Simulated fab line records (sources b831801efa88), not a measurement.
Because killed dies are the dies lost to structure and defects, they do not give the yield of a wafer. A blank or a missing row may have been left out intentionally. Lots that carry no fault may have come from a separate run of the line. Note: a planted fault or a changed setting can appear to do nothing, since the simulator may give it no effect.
Problem report, 8D (eight disciplines) form, completed by code ; flow sky130 ; the parts of the form that need people (team, actions taken, sign-off) are left out

## 1. WHAT IS WRONG
Mean of sort_bin_3_pad_short at SKY_PAD_OPEN_PROBE_99: 4.6 % across 9 wafers in 3 lots; on wafers with no fault it is 0.8 % (standard deviation 0.42). That is +9.1 standard deviations from the usual mean.
First seen on wafer L801.2, day 48 15:24, on prober-02. Wafers with a number at this step in the record: 27, from 9 lots. Rule for "out" (also "out of limits"): further than 4 standard deviations from the usual mean. All remaining wafers that have a number are taken as sound.

## 2. WHAT THIS IS AND IS NOT
question;is;is not
which readings at this step;sort_bin_3_pad_short, killed_at_M0_to_M3;killed_at_M4_up, killed-at-contacts, killed-at-other, killed-short, sort_bin_8_speed
which lots;L800, L801, L805;L790, L792, L802, L811, L812, L813
which wafers of those lots;all that have a number;-
read on which tools;prober-01, prober-02;-
when;from day 48 15:24;"up to then (6 sound wafers); but 12 sound wafers of L802, L811, L812, L813 came after"

## 3. WHAT RULES OUT EACH SUSPECT
Counting: a tool stays on the suspect list if, at a process step up to the reading, it processed all lots that are out and no sound lot following the first of them.
- wet-bench-02 at SKY_VIA1_CLEAN_18 (cleans in IPA, time 180 s): ruled out as a lasting fault. Following L801 (day 37 17:08), the first lot on it that is out, the sound lots L812 were run on it.
Left after counting: nothing in the record.

## 4. THE CAUSE (what the simulator had put in)
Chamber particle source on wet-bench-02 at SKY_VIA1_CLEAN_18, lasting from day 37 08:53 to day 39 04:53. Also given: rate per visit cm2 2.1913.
Counting ruled it out, wrongly: the rule takes a fault to strike every lot that its tool runs from its start on, and this one did not.

## 5. SEQUENCE OF EFFECTS, ordered by route
Rows list readings where the struck wafers' mean (over those with a number) sits beyond 3 standard deviations from the usual. Readings are gone through only where the record gives a usual standard deviation; hours: the median, over the lots, of the time from a lot's start at the first step in this table giving one to that lot's start at this step; sigmas: the change measured in usual standard deviations.
hours;step;reading;usual;on struck wafers;change;sigmas
0;SKY_PAD_OPEN_PROBE_99;defect-limited-yield;82.4 %;72.1;-10.3;-5.4
0;SKY_PAD_OPEN_PROBE_99;killed_at_M0_to_M3;44;97;+53;+7.5
0;SKY_PAD_OPEN_PROBE_99;killed-dies;86;137;+51;+5.5
0;SKY_PAD_OPEN_PROBE_99;sort_bin_3_pad_short;0.8 %;4.6;+3.8;+9.1
0;SKY_PAD_OPEN_PROBE_99;sort_bin_5_function;10.3 %;16.4;+6.1;+4.3
0;SKY_PAD_OPEN_PROBE_99;sort-n-pass;406;355;-51;-5.5
0;SKY_PAD_OPEN_PROBE_99;sort-yield-pct;82.4 %;72.1;-10.3;-5.4
Its process steps:
- SKY_PAD_OPEN_PROBE_99

## 6. WHAT WOULD HAVE CAUGHT IT SOONER
First out-of-limits reading in this record: day 48 15:24, which is 271 hours after fault onset at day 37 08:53.
